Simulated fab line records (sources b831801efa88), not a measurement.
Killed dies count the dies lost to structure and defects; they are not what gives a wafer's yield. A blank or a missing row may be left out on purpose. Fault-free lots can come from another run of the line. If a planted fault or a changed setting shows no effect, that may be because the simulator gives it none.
A lot that was struck, set against a sound lot	flow sky130	14 out of 708 route steps
Sound: the wafers L599.2, L599.3, L599.6. The struck wafers were L608.1, L608.5, L608.6. Last of all comes the cause.
Per side, at each step with rows, come the tool, then ch with its chambers, and then its first start. Under that, the readings that differ: sound wafers	struck wafers	difference of the means	sigmas: that difference in standard deviations of wafers without a fault.
alike: words and numbers the same on both sides, and readings whose means are apart by under 2 such deviations; not compared: readings that were withheld, readings missing a value for some wafer, numbers with overlapping values and no deviation given by the record, and bounds like >300 which may hide the same value.
The two part at a step that has a row with sigmas, a row that says differs or no value, or rows on one side only. When numbers do not overlap yet have no deviation, they are printed without sigmas and do not part them. A reading missing from all wafers of one side parts the sides only when that side holds two or more wafers.

first, 5 steps without rows for these wafers: SKY_SONOS_ONO_COAT_08 (resist thk 1140 nm); SKY_SONOS_ONO_SOFTBAKE_09 (time 60 s); SKY_SONOS_ONO_EXPOSE_10 (exposes mask ONOM, target cd 410 nm); SKY_SONOS_ONO_PEB_11; SKY_SONOS_ONO_DEVELOP_12 (develop time 60 s).
SKY_SONOS_ONO_CD_MEAS_13 targets a cd of 410 nm.
  sound: cd_sem-01 at day 15 12:31; struck: cd_sem-01 at day 17 16:54
  alike: cd_nm
SKY_SONOS_ONO_OVL_MEAS_14:
  sound: overlay-01 at day 15 12:38; struck: overlay-02 at day 17 17:01
  alike: SONOS_ONO_OVL
SKY_SONOS_ONO_ETCH_15: etches the open film in CHF3/O2, target depth 19.52 nm, time 7.8 s.
  sound on rie_diel-02 ch 1,2, day 15 12:40; struck on rie_diel-02 ch 1,2,3, day 17 17:04
reading	sound	struck	difference	sigmas
oes_product_au (a.u.)	0.999 0.993 1.010	0.987 0.981 0.981	-0.018	-2
  alike: drypump_motor_current_A, throttle_valve_pct
  not compared: rf_hours_counter_h
then, 1 step without rows for these wafers: SKY_SONOS_ONO_WET_ETCH_16 (etches SiO2 in dHF, target depth 14 nm, time 280 s).
SKY_SONOS_ONO_STRIP_17: strips in O2/N2.
  sound on plasma_asher-02 ch 0,1, day 15 12:52; struck on plasma_asher-01 ch 0,1, day 17 17:10
  alike: drypump_motor_current_A, oes_product_au, strip_time_to_endpoint_s
  not compared: rf_hours_counter_h
then, 2 steps without rows for these wafers: SKY_SONOS_ONO_WET_ETCH_18 (etches Si3N4 in H3PO4, target depth 15 nm, time 172 s); SKY_GATE_OXIDE_CLEAN_00 (cleans in SC1/SC2, time 150 s).
SKY_GATE_OXIDE_OXIDATION_01: stabilise 600 s, purge 300 s, target thk 10.268 nm.
  sound on furnace-02 ch 0, day 15 13:09; struck on furnace-01, day 18 03:04
  no value came back on the struck wafers for ox_temp_c (C), ox_temp_c_max; on the sound wafers ox_temp_c (C) reads 900.9 899.8 900.2
then, 1 step without rows for these wafers: SKY_GATE_OXIDE_DEHYDRATE_03 (time 60 s).

## WHERE THEY PART
At SKY_SONOS_ONO_ETCH_15 first; at SKY_GATE_OXIDE_OXIDATION_01 last (within this record only).

WHY: the cause the simulator had injected
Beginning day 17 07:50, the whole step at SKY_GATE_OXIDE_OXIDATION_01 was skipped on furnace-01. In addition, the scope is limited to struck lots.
